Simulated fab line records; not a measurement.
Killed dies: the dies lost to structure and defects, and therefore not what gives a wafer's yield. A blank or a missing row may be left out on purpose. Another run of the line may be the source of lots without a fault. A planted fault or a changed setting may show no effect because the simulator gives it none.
What tool caused it? :: flow gf180mcu :: 13 lots, 39 wafers sampled, at 4 steps of a route of 602

## WHAT THE GAUGES READ, wafer by wafer
GF_V5_CD_MEAS_14 targets a cd of 260 nm. Usual: cd_nm reads 259.8 nm (standard deviation 1.1).
lot: L293
measured: day 27 05:18
on: cd_sem-02
cd_nm (nm): 258.9 258.8 259.8
flag: 

lot: L294
measured: day 27 14:02
on: cd_sem-01
cd_nm (nm): 259.9 260.4 260.1
flag: 

lot: L295
measured: day 27 16:11
on: cd_sem-01
cd_nm (nm): 258.1 259.6 259.5
flag: 

lot: L296
measured: day 28 02:21
on: cd_sem-02
cd_nm (nm): 258.3 258.7 260.0
flag: 

lot: L297
measured: day 28 14:10
on: cd_sem-01
cd_nm (nm): 259.2 258.8 260.2
flag: 

lot: L298
measured: day 28 21:41
on: cd_sem-02
cd_nm (nm): 262.8 262.3 261.0
flag: 

lot: L299
measured: day 29 05:37
on: cd_sem-02
cd_nm (nm): 259.1 259.4 259.4
flag: 

lot: L300
measured: day 29 14:07
on: cd_sem-02
cd_nm (nm): 258.7 258.4 258.5
flag: 

lot: L301
measured: day 29 21:35
on: cd_sem-01
cd_nm (nm): 261.4 258.8 260.8
flag: 

lot: L302
measured: day 29 23:39
on: cd_sem-01
cd_nm (nm): 261.1 261.0 261.1
flag: 

lot: L306
measured: day 30 23:35
on: cd_sem-01
cd_nm (nm): 259.1 259.4 258.4
flag: 

lot: L307
measured: day 31 09:26
on: cd_sem-02
cd_nm (nm): 261.0 261.1 261.7
flag: 

lot: L308
measured: day 31 13:10
on: cd_sem-01
cd_nm (nm): 260.3 258.9 259.8
flag: 

GF_V5_THK_MEAS_25: measures by xrf. Usual: for V5_W_THK the level is 351 nm and the standard deviation is 4.8.
lot: L293
measured: day 27 06:35
on: film_metro-04
V5_W_THK (nm): 351 349 350
flag: 

lot: L294
measured: day 27 15:13
on: film_metro-04
V5_W_THK (nm): 357 363 362
flag: 

lot: L295
measured: day 27 17:23
on: film_metro-04
V5_W_THK (nm): 355 351 350
flag: 

lot: L296
measured: day 28 03:58
on: film_metro-04
V5_W_THK (nm): 352 353 345
flag: 

lot: L297
measured: day 28 15:21
on: film_metro-02
V5_W_THK (nm): 351 350 353
flag: 

lot: L298
measured: day 28 22:54
on: film_metro-04
V5_W_THK (nm): 352 356 352
flag: 

lot: L299
measured: day 29 06:46
on: film_metro-02
V5_W_THK (nm): 341 340 344
flag: 

lot: L300
measured: day 29 15:17
on: film_metro-01
V5_W_THK (nm): 354 362 354
flag: 

lot: L301
measured: day 29 22:44
on: film_metro-02
V5_W_THK (nm): 345 343 349
flag: 

lot: L302
measured: day 30 00:52
on: film_metro-04
V5_W_THK (nm): 348 352 349
flag: 

lot: L306
measured: day 31 00:43
on: film_metro-01
V5_W_THK (nm): 348 356 355
flag: 

lot: L307
measured: day 31 10:39
on: film_metro-02
V5_W_THK (nm): 346 345 345
flag: 

lot: L308
measured: day 31 14:21
on: film_metro-01
V5_W_THK (nm): 354 352 352
flag: 

## EACH LOT AND THE TOOL THAT RAN IT (in order: tool; ch and the chambers of the sampled wafers; start)
lot: L293
GF_MIM_STRIP_20: plasma_asher-04 ch 0,1, day 25 10:50
GF_V5_SPUTTER_22: pvd_sputter-04, day 27 06:12

lot: L294
GF_MIM_STRIP_20: plasma_asher-03 ch 0, day 25 19:46
GF_V5_SPUTTER_22: pvd_sputter-02, day 27 14:56

lot: L295
GF_MIM_STRIP_20: plasma_asher-01 ch 0,1, day 25 22:11
GF_V5_SPUTTER_22: pvd_sputter-02, day 27 17:07

lot: L296
GF_MIM_STRIP_20: plasma_asher-01 ch 0,1, day 26 08:36
GF_V5_SPUTTER_22: pvd_sputter-01, day 28 03:40

lot: L297
GF_MIM_STRIP_20: plasma_asher-03 ch 0,1, day 26 21:46
GF_V5_SPUTTER_22: pvd_sputter-04, day 28 15:04

lot: L298
GF_MIM_STRIP_20: plasma_asher-03 ch 0,1, day 27 04:38
GF_V5_SPUTTER_22: pvd_sputter-02, day 28 22:38

lot: L299
GF_MIM_STRIP_20: plasma_asher-03 ch 0,1, day 27 13:03
GF_V5_SPUTTER_22: pvd_sputter-01, day 29 06:28

lot: L300
GF_MIM_STRIP_20: plasma_asher-04 ch 0,1, day 27 21:37
GF_V5_SPUTTER_22: pvd_sputter-04, day 29 15:00

lot: L301
GF_MIM_STRIP_20: plasma_asher-04 ch 0,1, day 28 05:13
GF_V5_SPUTTER_22: pvd_sputter-02, day 29 22:26

lot: L302
GF_MIM_STRIP_20: plasma_asher-04 ch 0,1, day 28 07:07
GF_V5_SPUTTER_22: pvd_sputter-02, day 30 00:35

lot: L306
GF_MIM_STRIP_20: plasma_asher-01 ch 0,1, day 29 08:24
GF_V5_SPUTTER_22: pvd_sputter-04, day 31 00:25

lot: L307
GF_MIM_STRIP_20: plasma_asher-01 ch 0,1, day 29 19:49
GF_V5_SPUTTER_22: pvd_sputter-01, day 31 10:23

lot: L308
GF_MIM_STRIP_20: plasma_asher-01 ch 0,1, day 30 00:16
GF_V5_SPUTTER_22: pvd_sputter-02, day 31 14:04
- GF_MIM_STRIP_20: strips in O2/N2.
- GF_V5_SPUTTER_22: material TiN, target thk 10 nm, time 40 s.

## WHAT THE TOOLS THEMSELVES READ (means of the sampled wafers that have a number; where no wafer has one, the mark that the record gives instead)
GF_MIM_STRIP_20. Usual: drypump_motor_current_A 5.8 A, standard deviation 0.41; heater_power_w 303 W, standard deviation 11; o2_flow_sccm 3001 sccm, standard deviation 9.4; oes_product_au 0.692 a.u., standard deviation 0.0049; strip_time_to_endpoint_s 11.23 s, standard deviation 0.04.
lot: L293
tool: plasma_asher-04
drypump_motor_current_A (A): 5.4
heater_power_w (W): 312
o2_flow_sccm (sccm): 3001
oes_product_au (a.u.): 0.691
strip_time_to_endpoint_s (s): 11.20
flag: 

lot: L294
tool: plasma_asher-03
drypump_motor_current_A (A): 5.9
heater_power_w (W): 297
o2_flow_sccm (sccm): 3008
oes_product_au (a.u.): 0.684
strip_time_to_endpoint_s (s): 11.14
flag: 

lot: L295
tool: plasma_asher-01
drypump_motor_current_A (A): 6.1
heater_power_w (W): 300
o2_flow_sccm (sccm): 2990
oes_product_au (a.u.): 0.692
strip_time_to_endpoint_s (s): 11.18
flag: 

lot: L296
tool: plasma_asher-01
drypump_motor_current_A (A): 6.2
heater_power_w (W): 299
o2_flow_sccm (sccm): 2988
oes_product_au (a.u.): 0.696
strip_time_to_endpoint_s (s): 11.26
flag: 

lot: L297
tool: plasma_asher-03
drypump_motor_current_A (A): 5.6
heater_power_w (W): 305
o2_flow_sccm (sccm): 3000
oes_product_au (a.u.): 0.691
strip_time_to_endpoint_s (s): 11.26
flag: 

lot: L298
tool: plasma_asher-03
drypump_motor_current_A (A): 5.8
heater_power_w (W): 305
o2_flow_sccm (sccm): 2994
oes_product_au (a.u.): 0.694
strip_time_to_endpoint_s (s): 11.20
flag: 

lot: L299
tool: plasma_asher-03
drypump_motor_current_A (A): 5.8
heater_power_w (W): 299
o2_flow_sccm (sccm): 3004
oes_product_au (a.u.): 0.685
strip_time_to_endpoint_s (s): 11.21
flag: 

lot: L300
tool: plasma_asher-04
drypump_motor_current_A (A): 5.4
heater_power_w (W): 306
o2_flow_sccm (sccm): 2994
oes_product_au (a.u.): 0.696
strip_time_to_endpoint_s (s): 11.25
flag: 

lot: L301
tool: plasma_asher-04
drypump_motor_current_A (A): 5.2
heater_power_w (W): 312
o2_flow_sccm (sccm): 3012
oes_product_au (a.u.): 0.689
strip_time_to_endpoint_s (s): 11.21
flag: 

lot: L302
tool: plasma_asher-04
drypump_motor_current_A (A): 5.4
heater_power_w (W): 305
o2_flow_sccm (sccm): 3000
oes_product_au (a.u.): 0.694
strip_time_to_endpoint_s (s): 11.22
flag: 

lot: L306
tool: plasma_asher-01
drypump_motor_current_A (A): 6.1
heater_power_w (W): 298
o2_flow_sccm (sccm): 3008
oes_product_au (a.u.): 0.689
strip_time_to_endpoint_s (s): 11.19
flag: 

lot: L307
tool: plasma_asher-01
drypump_motor_current_A (A): 6.1
heater_power_w (W): 301
o2_flow_sccm (sccm): 2999
oes_product_au (a.u.): 0.689
strip_time_to_endpoint_s (s): 11.25
flag: 

lot: L308
tool: plasma_asher-01
drypump_motor_current_A (A): 6.1
heater_power_w (W): 298
o2_flow_sccm (sccm): 2996
oes_product_au (a.u.): 0.692
strip_time_to_endpoint_s (s): 11.18
flag: 

GF_V5_SPUTTER_22. Usual: throttle_valve_pct reads 30.1 % (standard deviation 0.98).
lot: L293
tool: pvd_sputter-04
throttle_valve_pct (%): 30.5
flag: 

lot: L294
tool: pvd_sputter-02
throttle_valve_pct (%): 30.7
flag: 

lot: L295
tool: pvd_sputter-02
throttle_valve_pct (%): 29.0
flag: 

lot: L296
tool: pvd_sputter-01
throttle_valve_pct (%): 30.5
flag: 

lot: L297
tool: pvd_sputter-04
throttle_valve_pct (%): 31.0
flag: 

lot: L298
tool: pvd_sputter-02
throttle_valve_pct (%): 29.9
flag: 

lot: L299
tool: pvd_sputter-01
throttle_valve_pct (%): 29.2
flag: 

lot: L300
tool: pvd_sputter-04
throttle_valve_pct (%): 30.8
flag: 

lot: L301
tool: pvd_sputter-02
throttle_valve_pct (%): 29.1
flag: 

lot: L302
tool: pvd_sputter-02
throttle_valve_pct (%): 30.0
flag: 

lot: L306
tool: pvd_sputter-04
throttle_valve_pct (%): 30.3
flag: 

lot: L307
tool: pvd_sputter-01
throttle_valve_pct (%): 31.0
flag: 

lot: L308
tool: pvd_sputter-02
throttle_valve_pct (%): 28.9
flag: 

## THE ANSWER, worked out from the rows above alone
Rule: a lot counts as off when the mean over its wafers that have a number is more than 3 standard deviations away from the usual mean. A lot without any number at a reading at which 4 lots or more have one is off too. Any other lot the step has rows for is counted as sound. After the gauges, taken in route order, come the tools' own readings; for these a lot's mean is taken, as printed above. The first step at which some lot is off is used, and at that step the reading that is off furthest; a lot without a number counts as furthest.
No lot is off at any reading shown: from this, nothing can be told.

## WHAT HAD BEEN PUT IN BY THE SIMULATOR
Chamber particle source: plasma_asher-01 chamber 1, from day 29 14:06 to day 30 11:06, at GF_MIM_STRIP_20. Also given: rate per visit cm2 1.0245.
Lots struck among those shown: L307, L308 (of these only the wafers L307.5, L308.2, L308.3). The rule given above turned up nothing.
